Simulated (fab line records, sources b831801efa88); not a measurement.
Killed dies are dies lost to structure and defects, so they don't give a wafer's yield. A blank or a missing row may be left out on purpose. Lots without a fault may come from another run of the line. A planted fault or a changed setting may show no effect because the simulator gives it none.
Which tool did it? | flow gf180mcu | 14 lots, 42 wafers sampled, at 4 steps of a route of 602

WHAT THE GAUGES READ, wafer by wafer
GF_PASSIVATION_THK_MEAS_03. Usual: PASSIVATION_CVD_02_THK 699 nm, standard deviation 8.4.
lot  | measured     | on            | PASSIVATION_CVD_02_THK (nm) | flag
L975 | day 28 03:49 | film_metro-02 | 706 708 705                 |
L977 | day 28 18:25 | film_metro-04 | 686 697 701                 |
L978 | day 28 21:22 | film_metro-02 | 681 700 696                 |
L979 | day 29 05:28 | film_metro-03 | 696 699 707                 |
L981 | day 30 02:32 | film_metro-04 | 710 710 710                 |
L982 | day 30 08:10 | film_metro-03 | 688 683 698                 |
L983 | day 30 17:34 | film_metro-04 | 692 702 710                 |
L984 | day 31 00:43 | film_metro-04 | 698 708 705                 |
L985 | day 31 02:10 | film_metro-03 | 684 691 707                 |
L988 | day 31 23:49 | film_metro-03 | 689 711 710                 |
L989 | day 32 05:26 | film_metro-03 | 691 685 696                 |
L990 | day 32 15:34 | film_metro-04 | 689 695 692                 |
L991 | day 32 16:04 | film_metro-03 | 685 701 700                 |
L992 | day 32 17:35 | film_metro-03 | 691 704 712                 |

WHICH TOOL RAN EACH LOT (tool, then ch and the chambers of the sampled wafers, then the start)
lot  | GF_VT_IMPLANT_STRIP_20               | GF_V5_CVD_23                  | GF_TOP_METAL_SPUTTER_01
L975 | plasma_asher-02 ch 0,1, day 6 04:53  | cvd_w-02 ch 0,1, day 27 06:11 | pvd_sputter-02, day 27 06:53
L977 | plasma_asher-03 ch 0, day 6 23:12    | cvd_w-02 ch 0,1, day 27 20:52 | pvd_sputter-01, day 27 21:34
L978 | plasma_asher-03 ch 0,1, day 6 23:48  | cvd_w-01 ch 0,1, day 28 00:02 | pvd_sputter-01, day 28 00:44
L979 | plasma_asher-03 ch 0,1, day 7 05:29  | cvd_w-01 ch 0, day 28 08:27   | pvd_sputter-02, day 28 09:08
L981 | plasma_asher-03 ch 0,1, day 7 20:08  | cvd_w-02 ch 0,1, day 29 05:31 | pvd_sputter-02, day 29 06:10
L982 | plasma_asher-03 ch 0,1, day 8 03:00  | cvd_w-02 ch 0, day 29 12:27   | pvd_sputter-04, day 29 13:08
L983 | plasma_asher-02 ch 0,1, day 8 08:05  | cvd_w-01 ch 0,1, day 29 21:37 | pvd_sputter-02, day 29 22:19
L984 | plasma_asher-03 ch 0,1, day 8 13:23  | cvd_w-01 ch 0,1, day 30 04:31 | pvd_sputter-04, day 30 05:10
L985 | plasma_asher-04 ch 0,1, day 8 19:12  | cvd_w-01 ch 0,1, day 30 06:52 | pvd_sputter-02, day 30 07:34
L988 | plasma_asher-03 ch 0,1, day 9 15:44  | cvd_w-01 ch 0,1, day 31 04:53 | pvd_sputter-01, day 31 05:34
L989 | plasma_asher-02 ch 0,1, day 9 19:39  | cvd_w-01 ch 0,1, day 31 10:45 | pvd_sputter-02, day 31 11:26
L990 | plasma_asher-03 ch 0,1, day 10 03:28 | cvd_w-01 ch 0,1, day 31 19:58 | pvd_sputter-01, day 31 20:44
L991 | plasma_asher-03 ch 0,1, day 10 09:35 | cvd_w-02 ch 0,1, day 31 22:01 | pvd_sputter-04, day 31 22:40
L992 | plasma_asher-03 ch 0,1, day 10 15:29 | cvd_w-02 ch 0,1, day 31 23:01 | pvd_sputter-01, day 31 23:40
- GF_VT_IMPLANT_STRIP_20: strips in O2/N2.
- GF_V5_CVD_23: deposits W, target thk 350 nm, time 104.9 s.
- GF_TOP_METAL_SPUTTER_01: material TiN, target thk 30 nm, time 25 s.

WHAT THE TOOLS THEMSELVES READ (means of the sampled wafers that have a number; where no wafer has one, the mark that the record gives instead)
GF_VT_IMPLANT_STRIP_20. Usual: chamber_pressure_mTorr 1500.0 mTorr, standard deviation 1.3; drypump_motor_current_A 6.0 A, standard deviation 0.32; heater_power_w 331 W, standard deviation 16; o2_flow_sccm 2999 sccm, standard deviation 10; oes_product_au 0.716 a.u., standard deviation 0.0044; strip_time_to_endpoint_s 12.64 s, standard deviation 0.037.
lot  | tool            | chamber_pressure_mTorr (mTorr) | drypump_motor_current_A (A) | heater_power_w (W) | o2_flow_sccm (sccm) | oes_product_au (a.u.) | strip_time_to_endpoint_s (s) | flag
L975 | plasma_asher-02 | 1500.2                         | 5.7                         | 330                | 3010                | 0.716                 | 12.68                        |
L977 | plasma_asher-03 | 1499.1                         | 5.8                         | 335                | 2986                | 0.718                 | 12.62                        |
L978 | plasma_asher-03 | 1500.6                         | 6.0                         | 328                | 2994                | 0.711                 | 12.64                        |
L979 | plasma_asher-03 | 1500.6                         | 6.2                         | 327                | 3017                | 0.716                 | 12.57                        |
L981 | plasma_asher-03 | 1499.1                         | 6.2                         | 325                | 2991                | 0.717                 | 12.66                        |
L982 | plasma_asher-03 | 1499.8                         | 6.0                         | 334                | 2993                | 0.714                 | 12.67                        |
L983 | plasma_asher-02 | 1501.6                         | 5.9                         | 331                | 2999                | 0.714                 | 12.61                        |
L984 | plasma_asher-03 | 1499.9                         | 6.0                         | 334                | 3001                | 0.714                 | 12.67                        |
L985 | plasma_asher-04 | 1500.1                         | 5.8                         | 338                | 3003                | 0.716                 | 12.66                        |
L988 | plasma_asher-03 | 1499.5                         | 6.2                         | 333                | 2989                | 0.717                 | 12.63                        |
L989 | plasma_asher-02 | 1500.5                         | 5.8                         | 332                | 2996                | 0.722                 | 12.60                        |
L990 | plasma_asher-03 | 1500.5                         | 6.2                         | 331                | 2999                | 0.718                 | 12.62                        |
L991 | plasma_asher-03 | 1498.9                         | 6.2                         | 330                | 3000                | 0.713                 | 12.68                        |
L992 | plasma_asher-03 | 1500.2                         | 6.0                         | 332                | 2999                | 0.715                 | 12.61                        |

GF_V5_CVD_23. Usual: heater_power_w 850 W, standard deviation 46.
lot  | tool     | heater_power_w (W) | flag
L975 | cvd_w-02 | 842                |
L977 | cvd_w-02 | 847                |
L978 | cvd_w-01 | 828                |
L979 | cvd_w-01 | 801                |
L981 | cvd_w-02 | 842                |
L982 | cvd_w-02 | 827                |
L983 | cvd_w-01 | 835                |
L984 | cvd_w-01 | 870                |
L985 | cvd_w-01 | 858                |
L988 | cvd_w-01 | 864                |
L989 | cvd_w-01 | 868                |
L990 | cvd_w-01 | 878                |
L991 | cvd_w-02 | 835                |
L992 | cvd_w-02 | 842                |

GF_TOP_METAL_SPUTTER_01. Usual: throttle_valve_pct 30.1 %, standard deviation 0.93.
lot  | tool           | throttle_valve_pct (%) | flag
L975 | pvd_sputter-02 | 30.2                   |
L977 | pvd_sputter-01 | 30.4                   |
L978 | pvd_sputter-01 | 30.4                   |
L979 | pvd_sputter-02 | 29.2                   |
L981 | pvd_sputter-02 | 29.7                   |
L982 | pvd_sputter-04 | 30.0                   |
L983 | pvd_sputter-02 | 30.5                   |
L984 | pvd_sputter-04 | 30.3                   |
L985 | pvd_sputter-02 | 29.3                   |
L988 | pvd_sputter-01 | 29.9                   |
L989 | pvd_sputter-02 | 29.1                   |
L990 | pvd_sputter-01 | 30.5                   |
L991 | pvd_sputter-04 | 29.6                   |
L992 | pvd_sputter-01 | 29.9                   |

THE ANSWER, worked out from the rows above alone
Rule: a lot is off if the mean of its wafers that have a number lies more than 3 standard deviations from the usual mean. A lot without any number at a reading at which 4 lots or more have one is off too. The other lots that the step has rows for count as sound. The gauges are gone through in route order, then the tools' own readings, and for those a lot's mean is taken as printed above. The first step at which some lot is off is used, and at that step the reading that is off furthest; a lot without a number counts as furthest.
No lot is off at any reading shown: from this, nothing can be told.

WHAT THE SIMULATOR HAD PUT IN
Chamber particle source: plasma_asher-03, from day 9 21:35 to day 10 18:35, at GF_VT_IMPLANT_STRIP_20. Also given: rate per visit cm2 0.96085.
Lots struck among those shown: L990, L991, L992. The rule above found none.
